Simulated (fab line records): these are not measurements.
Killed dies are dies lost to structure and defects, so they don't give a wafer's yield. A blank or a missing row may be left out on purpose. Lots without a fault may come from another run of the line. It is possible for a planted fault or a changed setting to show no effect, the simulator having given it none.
Chamber matching    flow sky130    3 sister chambers for SKY_PASSIVATION_CVD_02 on pecvd-04
The step deposits Si3N4, target thk 540 nm. 24 wafers are shown with their chamber, then 12 later ones without.

== EACH WAFER AND ITS CHAMBER ==
wafer   chamber  heaterPowerW (W)
L076.2  1        780
L076.3  0        718
L076.5  1        618
L075.2  0        750
L075.3  1        705
L075.5  2        729
L078.2  2        718
L078.3  1        746
L078.4  1        779
L079.1  0        828
L079.2  2        764
L079.4  2        630
L082.4  1        791
L082.5  2        686
L082.6  0        869
L084.2  1        757
L084.3  0        865
L084.6  2        696
L086.1  0        867
L086.2  1        650
L086.5  0        736
L090.3  0        807
L090.4  1        757
L090.6  2        735

SIGNATURES, as means of the wafers listed above
reading       chamber 0  chamber 1  chamber 2  scatter within a chamber
heaterPowerW  805.00     731.44     708.29     57.1
Rule: for each reading, subtract the chamber's mean from the wafer's reading, divide by that reading's scatter and square the result; add these up over the readings and take the root, which gives the wafer's distance from the chamber. The wafer belongs to the nearest chamber; if the next one is less than 2 further off, it can't be placed. The scatter is the square root of a quotient: the sum, over the shown wafers, of each reading's squared deviation from its chamber's mean, divided by wafers minus chambers.

== WAFERS WITH NO CHAMBER GIVEN ==
wafer   heaterPowerW (W)
L094.3  768
L094.4  633
L094.5  750
L093.3  673
L093.5  825
L093.6  720
L097.1  856
L097.2  714
L097.6  767
L095.2  828
L095.3  668
L095.4  838

== EACH ONE'S CHAMBER ==
wafer   from the rows above           in truth
L094.3  can't be placed: 1 or 0 or 2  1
L094.4  can't be placed: 2 or 1 or 0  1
L094.5  can't be placed: 1 or 2 or 0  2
L093.3  can't be placed: 2 or 1 or 0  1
L093.5  can't be placed: 0 or 1 or 2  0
L093.6  can't be placed: 1 or 2 or 0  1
L097.1  can't be placed: 0 or 1 or 2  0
L097.2  can't be placed: 2 or 1 or 0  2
L097.6  can't be placed: 1 or 0 or 2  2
L095.2  can't be placed: 0 or 1 or 2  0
L095.3  can't be placed: 2 or 1 or 0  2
L095.4  can't be placed: 0 or 1 or 2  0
0 of 12 placed correctly. These rows do not allow placing 12 (true chamber among the candidates in 12). 0 placed wrongly.
